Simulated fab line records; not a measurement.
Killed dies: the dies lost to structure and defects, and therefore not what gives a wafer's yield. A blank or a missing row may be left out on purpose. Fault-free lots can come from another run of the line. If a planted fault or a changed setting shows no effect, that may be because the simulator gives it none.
Which tool is to blame? :: flow gf180mcu :: 42 wafers from 14 lots sampled at 2 of the route's 602 steps

== WHAT THE GAUGES SHOWED, per wafer ==
GF_M2_THK_MEAS_06: measures by xrf.
lot: L922
measured: day 18 06:49
on: film metro-03
M2_ALCU_THK (nm): 440 439 444

lot: L923
measured: day 19 01:41
on: film metro-02
M2_ALCU_THK (nm): 449 449 451

lot: L924
measured: day 19 15:02
on: film metro-03
M2_ALCU_THK (nm): 455 449 448

lot: L925
measured: day 19 20:44
on: film metro-03
M2_ALCU_THK (nm): 441 442 448

lot: L928
measured: day 21 08:46
on: film metro-04
M2_ALCU_THK (nm): 447 446 446

lot: L929
measured: day 21 09:04
on: film metro-03
M2_ALCU_THK (nm): 448 452 448

lot: L931
measured: day 21 22:25
on: film metro-02
M2_ALCU_THK (nm): 450 452 447

lot: L932
measured: day 22 07:39
on: film metro-02
M2_ALCU_THK (nm): 444 444 442

lot: L933
measured: day 22 20:26
on: film metro-02
M2_ALCU_THK (nm): 451 443 452

lot: L934
measured: day 23 03:53
on: film metro-04
M2_ALCU_THK (nm): 450 445 447

lot: L937
measured: day 24 05:11
on: film metro-03
M2_ALCU_THK (nm): 436 438 438

lot: L941
measured: day 25 12:23
on: film metro-04
M2_ALCU_THK (nm): 448 442 445

lot: L942
measured: day 25 19:05
on: film metro-04
M2_ALCU_THK (nm): 434 434 437

lot: L944
measured: day 26 01:45
on: film metro-02
M2_ALCU_THK (nm): 452 450 446

== WHICH TOOL RAN EACH LOT (tool, then ch and the chambers of the sampled wafers, then the start) ==
lot: L922
GF_M2_SPUTTER_04: pvd sputter-01, day 18 06:40

lot: L923
GF_M2_SPUTTER_04: pvd sputter-01, day 19 01:31

lot: L924
GF_M2_SPUTTER_04: pvd sputter-03, day 19 14:52

lot: L925
GF_M2_SPUTTER_04: pvd sputter-03, day 19 20:34

lot: L928
GF_M2_SPUTTER_04: pvd sputter-02, day 21 08:36

lot: L929
GF_M2_SPUTTER_04: pvd sputter-03, day 21 08:54

lot: L931
GF_M2_SPUTTER_04: pvd sputter-01, day 21 22:15

lot: L932
GF_M2_SPUTTER_04: pvd sputter-01, day 22 07:29

lot: L933
GF_M2_SPUTTER_04: pvd sputter-03, day 22 20:16

lot: L934
GF_M2_SPUTTER_04: pvd sputter-02, day 23 03:43

lot: L937
GF_M2_SPUTTER_04: pvd sputter-01, day 24 05:00

lot: L941
GF_M2_SPUTTER_04: pvd sputter-02, day 25 12:14

lot: L942
GF_M2_SPUTTER_04: pvd sputter-01, day 25 18:55

lot: L944
GF_M2_SPUTTER_04: pvd sputter-02, day 26 01:35
- GF_M2_SPUTTER_04: material TiN, target thk 50 nm, time 41.7 s.

== AS READ BY THE TOOLS THEMSELVES (means over the sampled wafers that have a number; for cases with no such wafer, the mark the record gives instead) ==
GF_M2_SPUTTER_04.
lot: L922
tool: pvd sputter-01
throttle valve pct (%): 29.3

lot: L923
tool: pvd sputter-01
throttle valve pct (%): 28.5

lot: L924
tool: pvd sputter-03
throttle valve pct (%): 29.7

lot: L925
tool: pvd sputter-03
throttle valve pct (%): 29.5

lot: L928
tool: pvd sputter-02
throttle valve pct (%): 29.8

lot: L929
tool: pvd sputter-03
throttle valve pct (%): 29.1

lot: L931
tool: pvd sputter-01
throttle valve pct (%): 28.8

lot: L932
tool: pvd sputter-01
throttle valve pct (%): 28.5

lot: L933
tool: pvd sputter-03
throttle valve pct (%): 30.0

lot: L934
tool: pvd sputter-02
throttle valve pct (%): 29.9

lot: L937
tool: pvd sputter-01
throttle valve pct (%): 29.3

lot: L941
tool: pvd sputter-02
throttle valve pct (%): 29.2

lot: L942
tool: pvd sputter-01
throttle valve pct (%): 29.2

lot: L944
tool: pvd sputter-02
throttle valve pct (%): 29.2

== THE ANSWER, worked out from the rows above alone ==
Rule: usual is defined by the lots themselves. The widest of any qualifying gaps counts: lots, ordered by their means at a reading, are off when they make up no more than a third of the lots, leave a main group of 4 or more, and stand apart from it by 3 or more times the standard deviation of that group's means. If all means in a main group match to the digits the tables above print for the reading, that group is not used. A lot without any number at a reading at which 4 lots or more have one is off too. Where the step has rows for the other lots, those lots are counted as sound. After the gauges, taken in route order, come the tools' own readings; for these a lot's mean is taken, as printed above. The first step at which some lot is off is used, and at that step the reading that is off furthest; a lot without a number counts as furthest.
Across all readings shown, no lot is off: no conclusion can be drawn from this.

== WHAT THE SIMULATOR HAD INSERTED ==
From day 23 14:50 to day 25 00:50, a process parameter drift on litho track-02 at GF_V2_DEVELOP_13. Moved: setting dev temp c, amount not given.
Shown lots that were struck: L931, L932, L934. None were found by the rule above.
